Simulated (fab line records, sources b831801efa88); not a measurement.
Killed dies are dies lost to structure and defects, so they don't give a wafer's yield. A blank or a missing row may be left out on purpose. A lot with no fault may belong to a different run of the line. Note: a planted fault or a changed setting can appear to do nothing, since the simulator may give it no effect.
Problem report, 8D (eight disciplines) form, completed by code    flow gf180mcu    the parts of the form that need people (team, actions taken, sign-off) are left out

## 1. THE PROBLEM
Mean of stripTimeToEndpointS at GF_STI_STRIP_15: 2.68 s across 3 wafers in 2 lots; on wafers with no fault it is 3.73 s (standard deviation 0.035). Measured from the usual mean, that is -30 standard deviations.
The step: strips in O2/N2.
Seen first at day 3 23:29 on plasmaAsher-04, wafer L956.2. At this step, 25 wafers from 9 lots have a number in the record. Rule for "out", or "out of limits": more than 4 standard deviations from the usual mean. Any other wafer with a number is counted as sound.

## 2. WHAT THIS IS AND IS NOT
question                     is                                  is not
which readings at this step  stripTimeToEndpointS, oesProductAu  drypumpMotorCurrentA, heaterPowerW, platenTempC
which lots                   L956, L957                          L947, L948, L949, L950, L960, L964, L967
which wafers of those lots   L956.2, L957.2, L957.4              L956.3
read on which tools          plasmaAsher-04                      plasmaAsher-02
when                         from day 3 23:29                    up to then (13 sound wafers); but 9 sound wafers of L960, L964, L967 came after

## 3. THE SUSPECTS, EACH WITH WHAT RULES IT OUT
Counting: a tool at a process step up to the reading stays a suspect if it ran every lot that is out. Sound lots after the first of them don't rule it out here, since some wafers of a struck lot are sound.
- rieDiel-01 at GF_STI_ETCH_13 (etches the open film in CHF3/O2, stops on Si, target depth 282.31 nm, time 112.9 s): kept. It ran every lot that is out, first L956 (day 3 23:20).
- plasmaAsher-04 at GF_STI_STRIP_15 (strips in O2/N2): kept. Every lot that is out went through it, the first being L956 (day 3 23:29); the last sound lot it ran before that was L950 (day 2 21:28). Its own readings are out on those wafers: oesProductAu, stripTimeToEndpointS.
- Within rieDiel-01 at GF_STI_ETCH_13: the wafers that are out ran in chambers 0, 1, 3; their sound lot-mates ran in chamber 2.
Left after counting: rieDiel-01 at GF_STI_ETCH_13, plasmaAsher-04 at GF_STI_STRIP_15.

## 4. THE CAUSE (what the simulator had put in)
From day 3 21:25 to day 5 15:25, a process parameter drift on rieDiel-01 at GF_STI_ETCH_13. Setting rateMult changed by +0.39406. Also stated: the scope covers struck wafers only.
This tool is one of the 2 suspects left after counting.

## 5. SEQUENCE OF EFFECTS, ordered by route
Each row: a reading whose mean over the struck wafers that have a number lies more than 3 standard deviations from the usual. Only readings whose record carries a usual standard deviation are examined. hours: median over the lots of the time between each lot's start at the first step of this table that gives one and its start at this step. sigmas: the change, counted in usual standard deviations.
hours  step             reading               usual       on struck wafers  change  sigmas
0      GF_STI_STRIP_15  oesProductAu          0.384 a.u.  0.344             -0.040  -9.0
0      GF_STI_STRIP_15  stripTimeToEndpointS  3.73 s      2.68              -1.05   -30
Process steps it contains:
- GF_STI_STRIP_15: strips in O2/N2.
Later steps that measure or inspect, where all struck wafers having a row at the step show a number for every such reading and not one has moved that far: GF_MVPSD_TW_MEAS_11, GF_VT_IMPLANT_OVL_MEAS_18.

## 6. HOW IT WOULD HAVE BEEN CAUGHT EARLIER
In this record the first reading out of limits was taken at day 3 23:29, 2 hours after the fault began at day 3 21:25.
Of the tool readings at GF_STI_ETCH_13 for which the record gives a usual standard deviation, none was out on any struck wafer, so an alarm limit of 4 standard deviations on them would not have fired.
Lots out: 2; of these, L957 started GF_STI_ETCH_13 on rieDiel-01 after day 3 23:29. Putting the tool on hold at that point would have spared it.
